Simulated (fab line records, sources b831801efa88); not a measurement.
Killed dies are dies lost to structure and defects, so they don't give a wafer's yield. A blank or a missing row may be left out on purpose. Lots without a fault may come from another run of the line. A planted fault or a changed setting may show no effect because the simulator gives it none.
One fault seen from 2 desks | flow gf180mcu | each desk has only its own numbers; what lay behind them comes last

THE METROLOGY DESK
What the gauges read, lot by lot, whatever tool the lot ran on: means of the sampled wafers that have a number. A lot is out of limits, marked OUT, if its mean lies more than 4 standard deviations from the usual mean; the brackets give that distance.
Columns: A = V4_CVD_00_THK at GF_V4_THK_MEAS_01, usual 600 nm
lot  | first seen here | A
L311 | day 23 06:14    | 597
L312 | day 23 14:00    | 600
L313 | day 24 00:20    | 594
L316 | day 25 01:45    | 596
L319 | day 26 00:35    | 599
L320 | day 26 14:35    | 593
L322 | day 27 06:38    | 691 (+13) OUT
L323 | day 27 10:56    | 607
L325 | day 28 07:43    | 696 (+13) OUT
L331 | day 30 08:09    | 599
L333 | day 30 12:16    | 609
L334 | day 30 14:59    | 597
This desk's finding: out of limits on L322, L325; first on L322, day 27 06:38 (V4_CVD_00_THK at GF_V4_THK_MEAS_01). In limits: L311, L312, L313, L316, L319, L320, L323, L331, L333, L334.

THE TOOL OWNER'S DESK: hdpcvd-02
The tool's own readings at GF_V4_CVD_00 (deposits SiO2, target thk 600 nm, time 100 s): means of the sampled wafers that have a number, for each lot that ran on this tool. A lot is out of limits, marked OUT, if its mean lies more than 4 standard deviations from the usual mean; the brackets give that distance.
Columns: A = sih4_flow_sccm at GF_V4_CVD_00, usual 60.04 sccm
lot  | first seen here | A
L311 | day 23 06:10    | 59.99
L312 | day 23 13:56    | 60.06
L313 | day 24 00:16    | 60.06
L316 | day 25 01:38    | 60.28
L320 | day 26 14:31    | 60.04
L322 | day 27 06:34    | 69.93 (+55) OUT
L325 | day 28 07:38    | 70.23 (+57) OUT
L334 | day 30 14:55    | 60.10
This desk's finding: out of limits on L322, L325; first on L322, day 27 06:34 (sih4_flow_sccm at GF_V4_CVD_00). In limits: L311, L312, L313, L316, L320, L334.

PUT TOGETHER
The tool owner's desk could have raised an alarm at day 27 06:34, on L322, L325.
The metrology desk could have raised an alarm at day 27 06:38, on L322, L325.
Of the lots named, all ran GF_V4_CVD_00 on hdpcvd-02.

WHAT THE SIMULATOR HAD PUT IN
Process parameter drift: hdpcvd-02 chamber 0, from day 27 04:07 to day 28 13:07, at GF_V4_CVD_00. Setting sih4_flow_sccm, moved by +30, from 60. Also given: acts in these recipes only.
Lots struck among those shown: L322, L325.
Hours from the fault's start to each desk's first reading out of limits: the tool owner's desk, 2; the metrology desk, 3.
